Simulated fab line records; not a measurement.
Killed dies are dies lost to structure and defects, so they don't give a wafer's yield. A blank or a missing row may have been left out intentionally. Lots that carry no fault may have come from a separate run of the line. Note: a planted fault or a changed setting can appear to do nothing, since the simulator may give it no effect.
The tool behind it: which one? + flow gf180mcu + 13 lots with 39 wafers sampled at 3 steps, on a route of 602 steps

## WHAT THE GAUGES READ, wafer by wafer
GF_STI_THK_MEAS_24.
| lot  | measured    | on            | STI_CVD_23_THK (nm) |
|------|-------------|---------------|---------------------|
| L279 | day 2 04:16 | film-metro-01 | 667 663 672         |
| L281 | day 2 17:22 | film-metro-04 | 663 663 671         |
| L282 | day 2 19:38 | film-metro-04 | 658 655 653         |
| L283 | day 3 00:35 | film-metro-04 | 652 655 649         |
| L285 | day 3 11:00 | film-metro-04 | 665 653 657         |
| L289 | day 4 07:30 | film-metro-03 | 658 657 666         |
| L292 | day 4 22:38 | film-metro-01 | 654 664 663         |
| L294 | day 5 11:46 | film-metro-03 | 675 673 656         |
| L295 | day 5 15:58 | film-metro-03 | 679 678 675         |
| L296 | day 5 20:11 | film-metro-01 | 668 677 662         |
| L298 | day 6 05:16 | film-metro-04 | 667 657 673         |
| L301 | day 6 21:45 | film-metro-04 | 661 653 651         |
| L302 | day 7 01:58 | film-metro-01 | 673 659 667         |

GF_VT_IMPLANT_TW_MEAS_10.
| lot  | measured     | on            | VT_IMPLANT_TW |
|------|--------------|---------------|---------------|
| L279 | day 5 18:32  | film-metro-03 | 569 567 569   |
| L281 | day 6 06:32  | film-metro-04 | 555 554 551   |
| L282 | day 6 11:08  | film-metro-04 | 551 555 557   |
| L283 | day 6 16:20  | film-metro-04 | 552 553 557   |
| L285 | day 7 04:56  | film-metro-02 | 564 565 566   |
| L289 | day 8 10:01  | film-metro-04 | 553 555 554   |
| L292 | day 9 02:10  | film-metro-03 | 574 570 569   |
| L294 | day 9 14:47  | film-metro-04 | 440 437 441   |
| L295 | day 9 20:37  | film-metro-03 | 453 454 453   |
| L296 | day 10 00:22 | film-metro-04 | 550 554 554   |
| L298 | day 10 11:46 | film-metro-03 | 450 453 451   |
| L301 | day 11 05:53 | film-metro-04 | 553 553 548   |
| L302 | day 11 12:38 | film-metro-03 | 570 570 571   |

## WHICH TOOL RAN EACH LOT (tool, then ch and the chambers of the sampled wafers, then the start)
| lot  | GF_VT_IMPLANT_IMPLANT_08        |
|------|---------------------------------|
| L279 | implanter-02 ch 0, day 5 18:19  |
| L281 | implanter-03 ch 0, day 6 06:17  |
| L282 | implanter-02 ch 0, day 6 10:55  |
| L283 | implanter-04 ch 0, day 6 16:07  |
| L285 | implanter-02 ch 0, day 7 04:41  |
| L289 | implanter-03 ch 0, day 8 09:48  |
| L292 | implanter-04 ch 0, day 9 01:53  |
| L294 | implanter-03 ch 0, day 9 14:34  |
| L295 | implanter-03 ch 0, day 9 20:24  |
| L296 | implanter-04 ch 0, day 10 00:09 |
| L298 | implanter-03 ch 0, day 10 11:31 |
| L301 | implanter-02 ch 0, day 11 05:40 |
| L302 | implanter-04 ch 0, day 11 12:26 |
- GF_VT_IMPLANT_IMPLANT_08

## WHAT THE TOOLS THEMSELVES READ (means of the sampled wafers that have a number; where no wafer has one, the mark that the record gives instead)
GF_VT_IMPLANT_IMPLANT_08.
| lot  | tool         | dose-ions-cm2 | faraday-current-uA |
|------|--------------|---------------|--------------------|
| L279 | implanter-02 | 8.292e+12     | 46.4               |
| L281 | implanter-03 | 8.291e+12     | 47.4               |
| L282 | implanter-02 | 8.297e+12     | 47.1               |
| L283 | implanter-04 | 8.290e+12     | 46.6               |
| L285 | implanter-02 | 8.304e+12     | 46.4               |
| L289 | implanter-03 | 8.288e+12     | 45.9               |
| L292 | implanter-04 | 8.287e+12     | 45.6               |
| L294 | implanter-03 | 3.946e+12     | 22.0               |
| L295 | implanter-03 | 3.956e+12     | 22.6               |
| L296 | implanter-04 | 8.282e+12     | 46.2               |
| L298 | implanter-03 | 3.960e+12     | 22.2               |
| L301 | implanter-02 | 8.300e+12     | 46.1               |
| L302 | implanter-04 | 8.297e+12     | 46.2               |

## THE ANSWER, worked out from the rows above alone
Rule: usual is defined by the lots themselves. The widest of any qualifying gaps counts: lots, ordered by their means at a reading, are off when they make up no more than a third of the lots, leave a main group of 4 or more, and stand apart from it by 3 or more times the standard deviation of that group's means. A main group whose means are all the same, to the digits that the tables above print for the reading, isn't used. Also off: a lot with no number at a reading for which 4 or more lots have one. Any other lot the step has rows for is counted as sound. Order of review: gauges by route order, followed by the tools' own readings, for which a lot's mean as printed above is used. The first step at which some lot is off is used, and at that step the reading that is off furthest; a lot without a number counts as furthest.
Off: L294, L295, L298, at GF_VT_IMPLANT_TW_MEAS_10 (VT_IMPLANT_TW). The main group: mean 559, standard deviation 7.7.
A tool fits if, at a process step before that reading, it ran every lot that is off, and no sound lot after the first of them. Not tried: the gauges at GF_VT_IMPLANT_TW_MEAS_10; whatever is off there is also off at GF_VT_IMPLANT_IMPLANT_08, on other tools, and gauge error can't account for it. One candidate fits, namely implanter-03 at GF_VT_IMPLANT_IMPLANT_08. Its last sound lot is L289 (day 8 09:48), its first lot that is off L294 (day 9 14:34): a fault that began between those two fits.
The tool's own readings at GF_VT_IMPLANT_IMPLANT_08 bear it out: on the lots that are off they differ by more than 5 times the standard deviation of the sound lots' means. dose-ions-cm2 reads 3.954e+12 there against 8.293e+12 on the sound lots; faraday-current-uA reads 22.3 there against 46.4 on the sound lots.

## WHAT THE SIMULATOR HAD INSERTED
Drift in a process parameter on implanter-03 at GF_VT_IMPLANT_IMPLANT_08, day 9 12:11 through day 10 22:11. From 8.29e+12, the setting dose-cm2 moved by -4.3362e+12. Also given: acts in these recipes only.
Shown lots that were struck: L294, L295, L298. The rule above reached the same finding.
